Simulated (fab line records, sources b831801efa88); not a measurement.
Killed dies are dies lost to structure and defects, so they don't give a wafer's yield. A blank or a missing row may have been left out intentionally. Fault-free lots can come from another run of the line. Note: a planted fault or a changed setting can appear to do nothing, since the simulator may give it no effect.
Which tool did it? ; flow sky130 ; 12 lots with 36 wafers sampled at 2 steps, on a route of 708 steps

== WHAT THE GAUGES SHOWED, per wafer ==
SKY_CAPM_THK_MEAS_01.
lot;measured;on;CAPM_CVD_00_THK (nm)
L075;day 36 15:52;film metro-02;15.26 15.39 15.65
L077;day 37 06:45;film metro-04;15.19 15.31 15.43
L080;day 38 02:02;film metro-02;15.35 15.67 15.69
L081;day 38 15:01;film metro-04;15.25 15.39 15.25
L083;day 39 10:56;film metro-04;15.39 15.53 16.00
L085;day 40 01:23;film metro-02;15.40 15.44 15.71
L088;day 40 17:02;film metro-04;15.54 15.57 15.82
L090;day 41 02:02;film metro-01;14.88 15.41 15.64
L091;day 41 09:56;film metro-02;15.23 15.32 15.32
L093;day 41 23:30;film metro-01;15.62 15.51 15.84
L095;day 42 11:16;film metro-04;15.57 15.52 15.57
L097;day 42 23:40;film metro-01;15.46 15.64 15.66

== WHICH TOOL RAN EACH LOT (tool, then ch and the chambers of the sampled wafers, then the start) ==
lot;SKY_METAL3_SPUTTER_01
L075;pvd sputter-01, day 36 15:42
L077;pvd sputter-02, day 37 06:35
L080;pvd sputter-02, day 38 01:52
L081;pvd sputter-01, day 38 14:50
L083;pvd sputter-02, day 39 10:46
L085;pvd sputter-04, day 40 01:13
L088;pvd sputter-04, day 40 16:52
L090;pvd sputter-04, day 41 01:52
L091;pvd sputter-02, day 41 09:46
L093;pvd sputter-02, day 41 23:20
L095;pvd sputter-02, day 42 11:05
L097;pvd sputter-01, day 42 23:30
- SKY_METAL3_SPUTTER_01: material TiN, target thk 20 nm, time 16.7 s.

== THE ANSWER, worked out from the rows above alone ==
Rule: the usual values come from the lots themselves. The widest of any qualifying gaps counts: lots, ordered by their means at a reading, are off when they make up no more than a third of the lots, leave a main group of 4 or more, and stand apart from it by 3 or more times the standard deviation of that group's means. A main group is skipped when, at the precision printed for the reading in the tables above, its means are all equal. Also off: a lot with no number at a reading for which 4 or more lots have one. Any other lot the step has rows for is counted as sound.
Nothing can be told from this: no lot is off at any reading shown.

== WHAT WAS PUT IN BY THE SIMULATOR ==
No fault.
